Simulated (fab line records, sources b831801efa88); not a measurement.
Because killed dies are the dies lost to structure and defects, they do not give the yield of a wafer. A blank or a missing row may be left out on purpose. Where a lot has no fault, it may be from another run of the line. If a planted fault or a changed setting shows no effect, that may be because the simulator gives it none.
Which tool did it?    flow gf180mcu    6 lots, 18 wafers sampled, at 4 steps of a route of 602

WHAT THE GAUGES SHOWED, per wafer
GF_CONTACT_CD_MEAS_14: the cd target is 220 nm.
lot   measured      on         cd nm (nm)
L243  day 16 20:06  cd sem-01  220.0 219.7 220.1
L247  day 18 15:37  cd sem-01  221.9 220.5 220.3
L251  day 20 01:37  cd sem-01  219.5 218.4 219.5
L253  day 20 21:14  cd sem-02  220.2 221.8 221.8
L257  day 22 00:58  cd sem-02  175.9 176.9 177.2
L262  day 23 17:22  cd sem-01  219.5 220.5 220.9

EACH LOT AND THE TOOL THAT RAN IT (in order: tool; ch and the chambers of the sampled wafers; start)
lot   GF_SALICIDE_RTA_06                GF_SALICIDE_RTA_08                GF_CONTACT_EXPOSE_11
L243  rtp anneal-01 ch 0, day 15 20:50  rtp anneal-02 ch 0, day 15 21:01  krf scanner-02 ch 0, day 16 09:16
L247  rtp anneal-02 ch 0, day 17 15:43  rtp anneal-02 ch 0, day 17 15:55  krf scanner-02 ch 0, day 18 03:45
L251  rtp anneal-02 ch 0, day 19 01:01  rtp anneal-01 ch 0, day 19 01:13  krf scanner-01 ch 0, day 19 14:22
L253  rtp anneal-02 ch 0, day 19 19:42  rtp anneal-01 ch 0, day 19 19:54  krf scanner-01 ch 0, day 20 08:59
L257  rtp anneal-01 ch 0, day 21 00:14  rtp anneal-02 ch 0, day 21 00:26  krf scanner-02 ch 0, day 21 13:02
L262  rtp anneal-01 ch 0, day 22 17:40  rtp anneal-02 ch 0, day 22 17:51  krf scanner-01 ch 0, day 23 06:04
- GF_SALICIDE_RTA_06: time 30 s.
- GF_SALICIDE_RTA_08: time 30 s.
- GF_CONTACT_EXPOSE_11: exposes mask Contact, target cd 220 nm.

THE ANSWER, worked out from the rows above alone
Rule: the lots themselves supply what counts as usual. Put in order of their means at a reading, lots are off if they are a third of the lots or fewer, leave a main group of 4 or more, and stand apart from it by a gap of 3 or more times the standard deviation of the main group's means; of several such gaps the widest counts. Not used: any main group whose means are identical at the precision the tables above print for the reading. Also off: a lot with no number at a reading for which 4 or more lots have one. All remaining lots with rows at the step are treated as sound.
Off: L257, at GF_CONTACT_CD_MEAS_14 (cd nm). Main group: mean 220.3 nm, sd 0.75.
If a tool, at a process step before that reading, ran all the lots that are off and no sound lot after the first of them, it fits. Gauges at GF_CONTACT_CD_MEAS_14: tried the same way as those tools. Can't be told from this: 2 tools fit, krf scanner-02 at GF_CONTACT_EXPOSE_11, cd sem-02 at GF_CONTACT_CD_MEAS_14.

WHAT WAS PUT IN BY THE SIMULATOR
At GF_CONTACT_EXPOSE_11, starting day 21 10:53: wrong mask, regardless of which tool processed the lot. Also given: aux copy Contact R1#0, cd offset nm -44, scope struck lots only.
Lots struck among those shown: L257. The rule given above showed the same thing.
